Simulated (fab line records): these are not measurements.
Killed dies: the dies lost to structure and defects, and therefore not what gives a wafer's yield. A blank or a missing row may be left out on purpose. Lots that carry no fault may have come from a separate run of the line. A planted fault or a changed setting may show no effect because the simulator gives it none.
8D (eight disciplines) problem report, filled in by code ; flow sky130 ; the parts of the form that need people (team, actions taken, sign-off) are left out

## 1. THE ISSUE
oes_product_au at SKY_SD_N_STRIP_11 reads a mean of 0.304 a.u. on 3 wafers of 1 lot; wafers without a fault read 0.527 a.u. with a standard deviation of 0.005. Measured from the usual mean, that is -45 standard deviations.
The step: strips in O2/N2.
First seen on wafer L463.2, day 30 01:34, on plasma_asher-01. Wafers with a number at this step in the record: 15, from 5 lots. By rule, "out" or "out of limits" means more than 4 standard deviations away from the usual mean. Any other wafer with a number is counted as sound.

## 2. WHAT IT IS; WHAT IT IS NOT
question;is;is not
which readings at this step;oes_product_au;drypump_motor_current_A
which lots;L463;L471, L472, L480, L481
which wafers of those lots;all that have a number;-
read on which tools;plasma_asher-01;plasma_asher-02
when;from day 30 01:34;"up to then (0 sound wafers); but 12 sound wafers of L471, L472, L480, L481 came after"

## 3. WHAT RULES OUT EACH SUSPECT
Counting: a tool stays on the suspect list if, at a process step up to the reading, it processed all lots that are out and no sound lot following the first of them.
- plasma_asher-01 at SKY_SD_N_STRIP_11 (strips in O2/N2): ruled out as a lasting fault. After its first lot that is out, L463 (day 30 01:34), sound lots L471, L480, L481 ran on it.
Left after counting: nothing in the record.

## 4. THE CAUSE (what the simulator had put in)
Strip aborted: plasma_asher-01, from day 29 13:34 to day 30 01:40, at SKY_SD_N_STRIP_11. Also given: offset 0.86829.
Counting ruled it out, wrongly.

## 5. SEQUENCE OF EFFECTS, ordered by route
Each row: a reading whose mean over the struck wafers that have a number lies more than 3 standard deviations from the usual. Only readings whose record carries a usual standard deviation are examined. hours: median over the lots of the time between each lot's start at the first step of this table that gives one and its start at this step. sigmas: the change, counted in usual standard deviations.
hours;step;reading;usual;on struck wafers;change;sigmas
0;SKY_SD_N_STRIP_11;oes_product_au;0.527 a.u.;0.304;-0.223;-45
It contains these process steps:
- SKY_SD_N_STRIP_11: strips in O2/N2.
Readings that are blank on the struck wafers while sound wafers have them: strip_time_to_endpoint_s at SKY_SD_N_STRIP_11.
Later steps that measure or inspect, where all struck wafers having a row at the step show a number for every such reading and not one has moved that far: SKY_SD_N_TW_MEAS_12.

## 6. WHAT WOULD HAVE CAUGHT IT SOONER
In this record no reading fell out of limits until day 30 01:34, 12 hours after the fault had begun at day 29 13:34.
